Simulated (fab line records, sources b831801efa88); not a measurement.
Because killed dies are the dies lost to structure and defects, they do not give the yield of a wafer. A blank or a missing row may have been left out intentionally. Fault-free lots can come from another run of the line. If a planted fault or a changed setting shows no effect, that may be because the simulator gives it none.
8D (eight disciplines) problem report, filled in by code + flow gf180mcu + the parts of the form that need people (team, actions taken, sign-off) are left out

== 1. PROBLEM STATEMENT ==
At GF_M5_ETCH_09, rf_fwd_power_W averages 662 W over 6 wafers from 2 lots, while fault-free wafers read 787 W, standard deviation 4.5. That puts it -28 standard deviations away from the usual mean.
The step: etches Si3N4 in CF4/O2, target depth 52 nm, time 11.6 s.
First observed at day 30 20:01: wafer L676.1, on rie_diel-04. The record has a number at this step for 18 wafers belonging to 6 lots. Rule for "out", or "out of limits": more than 4 standard deviations from the usual mean. All remaining wafers that have a number are taken as sound.

== 2. WHAT IT IS, WHAT IT ISN'T ==
| question                    | is                             | is not                                                             |
|-----------------------------|--------------------------------|--------------------------------------------------------------------|
| which readings at this step | rf_fwd_power_W, oes_product_au | chamber_pressure_mTorr                                             |
| which lots                  | L676, L677                     | L668, L669, L674, L683                                             |
| which wafers of those lots  | all that have a number         | -                                                                  |
| read on which tools         | rie_diel-04                    | rie_diel-01, rie_diel-02                                           |
| when                        | from day 30 20:01              | up to then (9 sound wafers); but 3 sound wafers of L683 came after |

== 3. WHAT RULES OUT EACH SUSPECT ==
Counting: any tool at a process step up to the reading is kept as a suspect provided that every lot that is out went through it and no sound lot did after the first of them.
- plasma_asher-03 at GF_MIM_STRIP_20 (strips in O2/N2): kept. Every lot that is out went through it, starting with L676 (day 30 01:07), and after that it ran no sound lot; the last sound lot it ran before then is L668 (day 27 19:38).
- rie_diel-04 at GF_M5_ETCH_09 (etches Si3N4 in CF4/O2, target depth 52 nm, time 11.6 s): kept. Every lot that is out went through it, starting with L676 (day 30 20:01), and after that it ran no sound lot; the last sound lot it ran before then is L674 (day 30 09:01). On those wafers its own readings are out: oes_product_au, rf_fwd_power_W.
Left after counting: plasma_asher-03 at GF_MIM_STRIP_20, rie_diel-04 at GF_M5_ETCH_09.

== 4. THE CAUSE (what the simulator had put in) ==
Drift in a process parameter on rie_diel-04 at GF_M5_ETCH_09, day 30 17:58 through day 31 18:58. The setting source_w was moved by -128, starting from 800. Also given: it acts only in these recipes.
After counting, 2 suspects remain, this tool included.

== 5. THE CHAIN OF EFFECTS, in route order ==
Each row: a reading where the mean over the struck wafers with a number is more than 3 standard deviations away from the usual. Only readings whose record carries a usual standard deviation are examined. hours: median over the lots of the time between each lot's start at the first step of this table that gives one and its start at this step. sigmas: the change, counted in usual standard deviations.
| hours | step          | reading        | usual      | on struck wafers | change | sigmas |
|-------|---------------|----------------|------------|------------------|--------|--------|
| 0     | GF_M5_ETCH_09 | oes_product_au | 0.997 a.u. | 0.918            | -0.079 | -5.6   |
| 0     | GF_M5_ETCH_09 | rf_fwd_power_W | 787 W      | 662              | -125   | -28    |
It contains these process steps:
- GF_M5_ETCH_09: etches Si3N4 in CF4/O2, target depth 52 nm, time 11.6 s.

== 6. HOW IT WOULD HAVE BEEN CAUGHT EARLIER ==
In this record the first reading out of limits was taken at day 30 20:01, 2 hours after the fault began at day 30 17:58.
